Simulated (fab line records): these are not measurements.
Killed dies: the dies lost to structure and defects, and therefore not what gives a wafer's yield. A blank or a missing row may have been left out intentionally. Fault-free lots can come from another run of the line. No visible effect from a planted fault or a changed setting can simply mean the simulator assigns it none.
The tool behind it: which one?	flow sky130	7 lots, 21 wafers sampled, at 2 steps of a route of 708

== WHAT EACH GAUGE READ, for each wafer ==
SKY_LDD_LDN_TW_MEAS_13.
lot	measured	on	LDD_LDN_TW
L116	day 24 21:08	film_metro-03	1461 1455 1459
L120	day 25 12:26	film_metro-03	1450 1454 1454
L122	day 26 10:51	film_metro-04	1449 1451 1448
L123	day 26 23:52	film_metro-02	1460 1467 1455
L127	day 28 04:20	film_metro-04	1441 1446 1436
L132	day 29 10:15	film_metro-04	29 1436 1440
L135	day 30 10:03	film_metro-04	29 29 1453

== WHAT TOOL EACH LOT RAN ON (gives the tool, then ch and the chambers of the sampled wafers, and finally the start) ==
lot	SKY_LDD_LDN_DEVELOP_06
L116	litho_track-02 ch 0, day 24 20:16
L120	litho_track-02 ch 0, day 25 11:34
L122	litho_track-01 ch 0, day 26 09:58
L123	litho_track-04 ch 0, day 26 22:59
L127	litho_track-01 ch 0, day 28 03:29
L132	litho_track-04 ch 0, day 29 09:22
L135	litho_track-04 ch 0, day 30 09:10
- SKY_LDD_LDN_DEVELOP_06: develop time 60 s.

== THE ANSWER, worked out from the rows above alone ==
Rule: the usual values come from the lots themselves. The widest of any qualifying gaps counts: lots, ordered by their means at a reading, are off when they make up no more than a third of the lots, leave a main group of 4 or more, and stand apart from it by 3 or more times the standard deviation of that group's means. Not used: any main group whose means are identical at the precision the tables above print for the reading. A lot without any number at a reading at which 4 lots or more have one is off too. Any other lot the step has rows for is counted as sound.
Off: L132, L135, at SKY_LDD_LDN_TW_MEAS_13 (LDD_LDN_TW). For the main group the mean is 1452 and the standard deviation 7.
If a tool, at a process step before that reading, ran all the lots that are off and no sound lot after the first of them, it fits. The gauges at SKY_LDD_LDN_TW_MEAS_13 are tried like those tools. 2 tools fit, litho_track-04 at SKY_LDD_LDN_DEVELOP_06 and film_metro-04 at SKY_LDD_LDN_TW_MEAS_13, so this cannot tell which one it is.

== WHAT THE SIMULATOR PUT IN ==
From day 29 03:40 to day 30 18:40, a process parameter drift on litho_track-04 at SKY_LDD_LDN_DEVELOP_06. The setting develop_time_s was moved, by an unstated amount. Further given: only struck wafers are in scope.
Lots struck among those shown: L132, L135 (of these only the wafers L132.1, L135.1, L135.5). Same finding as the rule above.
